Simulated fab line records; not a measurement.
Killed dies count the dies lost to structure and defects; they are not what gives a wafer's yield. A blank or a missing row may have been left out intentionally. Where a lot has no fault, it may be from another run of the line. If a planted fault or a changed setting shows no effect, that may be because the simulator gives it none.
Which tool was responsible? :: flow gf180mcu :: 12 lots, 36 wafers sampled, at 2 steps of a route of 602

## WHAT THE GAUGES READ, wafer by wafer
GF_M4_OVL_MEAS_15.
lot: L584
measured: day 23 21:53
on: overlay-01
M4_OVL (nm): 4 -3 4

lot: L585
measured: day 24 02:47
on: overlay-02
M4_OVL (nm): 1 -1 5

lot: L586
measured: day 24 17:24
on: overlay-01
M4_OVL (nm): 10 10 5

lot: L587
measured: day 25 08:13
on: overlay-01
M4_OVL (nm): 1 5 -4

lot: L589
measured: day 26 06:21
on: overlay-02
M4_OVL (nm): 2 -2 -2

lot: L591
measured: day 26 09:12
on: overlay-02
M4_OVL (nm): -5 -1 -8

lot: L590
measured: day 26 14:05
on: overlay-01
M4_OVL (nm): -3 4 -1

lot: L592
measured: day 26 21:05
on: overlay-01
M4_OVL (nm): 10 3 -5

lot: L602
measured: day 29 21:43
on: overlay-01
M4_OVL (nm): 4 7 12

lot: L603
measured: day 30 04:39
on: overlay-01
M4_OVL (nm): -3 2 6

lot: L604
measured: day 30 05:58
on: overlay-02
M4_OVL (nm): -9 -6 -5

lot: L606
measured: day 31 01:25
on: overlay-02
M4_OVL (nm): -4 1 4

## TOOL THAT RAN EACH LOT (tool first, then ch and the chambers of the sampled wafers, then the start)
lot: L584
GF_V3_ETCH_17: rie diel-04 ch 1, day 23 21:53 or earlier

lot: L585
GF_V3_ETCH_17: rie diel-02 ch 0,2,3, day 24 02:47 or earlier

lot: L586
GF_V3_ETCH_17: rie diel-01 ch 1,2, day 24 17:24 or earlier

lot: L587
GF_V3_ETCH_17: rie diel-01 ch 0,1, day 25 08:13 or earlier

lot: L589
GF_V3_ETCH_17: rie diel-01 ch 0,2, day 26 06:21 or earlier

lot: L591
GF_V3_ETCH_17: rie diel-01 ch 0,2,3, day 26 09:12 or earlier

lot: L590
GF_V3_ETCH_17: rie diel-04 ch 2,3, day 26 14:05 or earlier

lot: L592
GF_V3_ETCH_17: rie diel-02 ch 1,3, day 26 21:05 or earlier

lot: L602
GF_V3_ETCH_17: rie diel-01 ch 0,2,3, day 29 21:43 or earlier

lot: L603
GF_V3_ETCH_17: rie diel-02 ch 0,1, day 30 04:39 or earlier

lot: L604
GF_V3_ETCH_17: rie diel-04 ch 0,2, day 30 05:58 or earlier

lot: L606
GF_V3_ETCH_17: rie diel-02 ch 0,1,2, day 31 01:25 or earlier
- GF_V3_ETCH_17: etches SiO2 in C4F8/O2/Ar, stops on TiN, target depth 635 nm.

## WHAT THE TOOLS THEMSELVES READ (means of the sampled wafers that have a number; where no wafer has one, the mark that the record gives instead)
GF_V3_ETCH_17.
lot: L584
tool: rie diel-04
oes product au (a.u.): 0.858

lot: L585
tool: rie diel-02
oes product au (a.u.): 0.855

lot: L586
tool: rie diel-01
oes product au (a.u.): 0.855

lot: L587
tool: rie diel-01
oes product au (a.u.): 0.858

lot: L589
tool: rie diel-01
oes product au (a.u.): 0.854

lot: L591
tool: rie diel-01
oes product au (a.u.): 0.857

lot: L590
tool: rie diel-04
oes product au (a.u.): 0.855

lot: L592
tool: rie diel-02
oes product au (a.u.): 0.856

lot: L602
tool: rie diel-01
oes product au (a.u.): 0.852

lot: L603
tool: rie diel-02
oes product au (a.u.): 0.850

lot: L604
tool: rie diel-04
oes product au (a.u.): 0.857

lot: L606
tool: rie diel-02
oes product au (a.u.): 0.857

## THE ANSWER, worked out from the rows above alone
Rule: what is usual is taken from the lots themselves. Put in order of their means at a reading, lots are off if they are a third of the lots or fewer, leave a main group of 4 or more, and stand apart from it by a gap of 3 or more times the standard deviation of the main group's means; of several such gaps the widest counts. The tables above print the reading to a certain number of digits; a main group whose means all agree to those digits is not used. A lot without any number at a reading at which 4 lots or more have one is off too. Any other lot the step has rows for is counted as sound. First the gauges in route order, then the tools' own readings, where a lot's mean is used as printed above. At the first step where some lot is off, the reading lying furthest off is the one used; lots without a number count as furthest.
Across all readings shown, no lot is off: no conclusion can be drawn from this.

## WHAT HAD BEEN PUT IN BY THE SIMULATOR
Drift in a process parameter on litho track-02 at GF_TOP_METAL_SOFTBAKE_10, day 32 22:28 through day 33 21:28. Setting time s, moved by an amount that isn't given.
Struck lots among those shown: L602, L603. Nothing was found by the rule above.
